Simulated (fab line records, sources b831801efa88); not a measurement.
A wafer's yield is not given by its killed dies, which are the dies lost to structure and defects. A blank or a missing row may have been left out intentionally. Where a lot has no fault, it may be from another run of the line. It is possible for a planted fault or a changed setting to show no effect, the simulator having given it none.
The same fault as seen by 2 desks    flow sky130    every desk sees just its own numbers, and what lay behind them comes last

== DESK OF THE TOOL OWNER: rieDiel-02 ==
The tool's own readings at SKY_VIA2_ETCH_15 (etches SiO2 in C4F8/O2/Ar, stops on TiN, target depth 546 nm, time 84 s): means of the sampled wafers that have a number, for each lot that ran on this tool. If a lot's mean is further than 4 standard deviations from the usual mean, the lot is out of limits and carries the mark OUT (the distance appears in the brackets).
Columns: A = oesProductAu at SKY_VIA2_ETCH_15, usual 0.940 a.u.; B = rfFwdPowerW at SKY_VIA2_ETCH_15, usual 1490 W
lot   first seen here  A      B
L454  day 38 04:33     0.942  1484
L459  day 39 14:51     0.941  1409 (-16) OUT
L472  day 43 00:38     0.937  1491
This desk's finding: out of limits on L459; first on L459, day 39 14:51 (rfFwdPowerW at SKY_VIA2_ETCH_15). L454, L472 stayed within limits.

== METROLOGY DESK ==
What the gauges read, lot by lot, whatever tool the lot ran on: means of the sampled wafers that have a number. If a lot's mean is further than 4 standard deviations from the usual mean, the lot is out of limits and carries the mark OUT (the distance appears in the brackets).
Columns: A = CONTACT_W_THK at SKY_CONTACT_THK_MEAS_26, usual 348 nm; B = VIA1_BOW at SKY_VIA1_BOW_MEAS_03, usual 81 um
lot   first seen here  A    B
L453  day 33 00:19     347  78
L452  day 33 01:10     347  91
L454  day 33 11:29     353  86
L459  day 34 22:11     346  85
L465  day 36 20:49     348  89
L469  day 37 20:26     352  77
L470  day 38 00:20     352  86
L471  day 38 09:28     348  81
L472  day 38 14:53     351  77
L473  day 39 06:17     348  81
L474  day 39 07:56     347  85
This desk's verdict: no lot among the 11 shows anything out of limits.

== TAKEN TOGETHER ==
At day 39 14:51, on L459, the tool owner's desk was in a position to raise an alarm.
At the metrology desk, nothing out of limits was observed.
The metrology desk has L459 on record, within its limits.
SKY_VIA2_ETCH_15 was run on rieDiel-02 by each of the lots named.

== WHAT WAS PUT IN BY THE SIMULATOR ==
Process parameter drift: rieDiel-02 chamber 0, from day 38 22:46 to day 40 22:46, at SKY_VIA2_ETCH_15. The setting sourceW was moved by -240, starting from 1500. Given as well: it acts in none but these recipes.
Struck lots among those shown: L459.
Each desk's first reading out of limits, in hours after the fault started: the tool owner's desk, 16.
